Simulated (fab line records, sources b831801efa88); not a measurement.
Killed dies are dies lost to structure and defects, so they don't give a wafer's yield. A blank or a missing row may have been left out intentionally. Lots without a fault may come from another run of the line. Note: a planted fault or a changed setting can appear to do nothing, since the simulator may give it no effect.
A struck lot beside a sound one	flow sky130	15 out of 708 route steps
Sound: wafers L284.1, L284.3, L284.4. Struck: wafers L295.1, L295.4, L295.6. At the end, the cause is stated.
For every step that has rows: the tool of each side, followed by ch and its chambers, followed by its first start. Under that, the readings that differ: sound wafers	struck wafers	difference of the means	sigmas: that difference in standard deviations of wafers without a fault.
alike: same words and numbers on both sides, and readings whose means sit less than 2 such deviations apart. not compared: any withheld reading, any reading some wafer has no value for, any bound like >300 that may hide the same value, and any number with overlapping values for which the record gives no deviation.
Wherever a step has rows on one side only, a row that says differs or no value, or a row with sigmas, the two part there. Numbers that don't overlap but have no deviation are shown without sigmas and don't part them. A reading missing from all wafers of one side parts the sides only when that side holds two or more wafers.

first, 4 steps without rows for these wafers: SKY_VT_ADJUST_NCORE_SOFTBAKE_03 (time 60 s); SKY_VT_ADJUST_NCORE_EXPOSE_04 (exposes mask LVTN COMPLEMENT THIN, target cd 380 nm); SKY_VT_ADJUST_NCORE_PEB_05; SKY_VT_ADJUST_NCORE_DEVELOP_06 (develop time 60 s).
SKY_VT_ADJUST_NCORE_CD_MEAS_07 targets a cd of 380 nm.
  sound: cd-sem-01 at day 9 15:29; struck: cd-sem-01 at day 12 18:14
  alike: cd-nm
SKY_VT_ADJUST_NCORE_OVL_MEAS_08:
  sound: overlay-02 at day 9 15:37; struck: overlay-02 at day 12 18:22
  alike: VT_ADJUST_NCORE_OVL
after that, 1 step had no rows for these wafers: SKY_VT_ADJUST_NCORE_IMPLANT_09.
SKY_VT_ADJUST_NCORE_STRIP_10: strips in O2/N2.
  sound on plasma-asher-03 ch 0,1, day 9 15:47; struck on plasma-asher-03 ch 0,1, day 12 18:32
  alike: drypump-motor-current-A, oes-product-au, strip-time-to-endpoint-s
  not compared: rf-hours-counter-h
SKY_VT_ADJUST_NCORE_TW_MEAS_11:
  sound: film-metro-03 at day 9 15:53; struck: film-metro-03 at day 12 18:38
  alike: VT_ADJUST_NCORE_TW
then, 3 steps without rows for these wafers: SKY_VT_ADJUST_HVTR_DEHYDRATE_00 (time 60 s); SKY_VT_ADJUST_HVTR_HMDS_01 (prime time 60 s); SKY_VT_ADJUST_HVTR_COAT_02 (resist thk 1140 nm).
SKY_VT_ADJUST_HVTR_SOFTBAKE_03: time 60 s.
  sound on litho-track-02 ch 0, day 10 03:20; struck on litho-track-02 ch 0, day 13 07:05
reading	sound	struck	difference	sigmas
run-length-s (s)	88.92 88.92 88.97	99.67 99.87 99.71	+10.81	+42
  alike: resist-line-temp-C
then, 1 step without rows for these wafers: SKY_VT_ADJUST_HVTR_EXPOSE_04 (exposes mask HVTRM, target cd 380 nm).
-- the record jumps here: 36 days lie between the struck wafers' starts before and after (it left off in module VT_ADJUST_HVTR and takes up again in module PAD_OPEN, whose first step shown is number 708 of the route) --
SKY_PAD_OPEN_PROBE_99:
  sound: prober-02 at day 47 02:29; struck: prober-02 at day 49 11:33
  alike: killed_at_M0_to_M3, killed_at_M4_up, killed-at-contacts, killed-at-front-end, killed-at-other, killed-dies, killed-on-rim, killed-open, killed-short

WHERE THEY PART
Only at SKY_VT_ADJUST_HVTR_SOFTBAKE_03, within this record. Later steps at which nothing parts them and some readings are alike: SKY_PAD_OPEN_PROBE_99.

WHY: what the simulator had put in
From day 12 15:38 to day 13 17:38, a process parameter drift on litho-track-02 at SKY_VT_ADJUST_HVTR_SOFTBAKE_03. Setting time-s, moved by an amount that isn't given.
